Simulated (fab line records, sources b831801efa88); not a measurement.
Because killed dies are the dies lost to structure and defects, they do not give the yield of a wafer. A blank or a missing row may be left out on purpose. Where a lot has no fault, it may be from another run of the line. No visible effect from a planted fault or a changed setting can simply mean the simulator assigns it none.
The same fault as seen by 2 desks ; flow gf180mcu ; what lay behind the numbers comes last; until then each desk has only its own

== THE TOOL OWNER'S DESK: pvdSputter-01 ==
The tool's own readings at GF_TOP_METAL_SPUTTER_00 (material Ti, target thk 37.5 nm, time 150 s): means of the sampled wafers that have a number, for each lot that ran on this tool. A lot is out of limits, marked OUT, if its mean lies more than 4 standard deviations from the usual mean; the brackets give that distance.
Columns: A = throttleValvePct at GF_TOP_METAL_SPUTTER_00, usual 30.0 %
lot;first seen here;A
L795;day 28 11:59;29.4
L797;day 29 10:42;31.7
L803;day 30 21:53;31.0
L809;day 32 15:30;29.4
L811;day 33 05:26;29.9
This desk's finding: nothing out of limits on any of the 5 lots.

== METROLOGY DESK ==
Means of the sampled wafers that have a number, per lot and without regard to the tool the lot ran on: this is what the gauges read. A lot is out of limits, marked OUT, if its mean lies more than 4 standard deviations from the usual mean; the brackets give that distance.
Columns: A = cdNm at GF_V5_CD_MEAS_14, usual 259.9 nm; B = PASSIVATION_CVD_02_THK at GF_PASSIVATION_THK_MEAS_03, usual 700 nm
lot;first seen here;A;B
L792;day 27 11:25;258.4;698
L795;day 28 10:22;260.1;693
L796;day 29 08:38;260.1;708
L797;day 29 08:47;259.8;702
L799;day 29 16:10;259.4;708
L800;day 30 04:29;261.4;693
L801;day 30 06:01;261.1;697
L803;day 30 20:23;260.8;695
L804;day 31 12:46;259.2;692
L806;day 32 00:11;260.5;701
L809;day 32 13:59;259.9;707
L811;day 33 03:49;258.9;705
L814;day 33 20:02;258.9;697
This desk's finding: nothing out of limits on any of the 13 lots.

== ALL TOGETHER ==
Nothing out of limits was seen by the tool owner's desk.
At the metrology desk, nothing out of limits was observed.

== WHAT THE SIMULATOR PUT IN ==
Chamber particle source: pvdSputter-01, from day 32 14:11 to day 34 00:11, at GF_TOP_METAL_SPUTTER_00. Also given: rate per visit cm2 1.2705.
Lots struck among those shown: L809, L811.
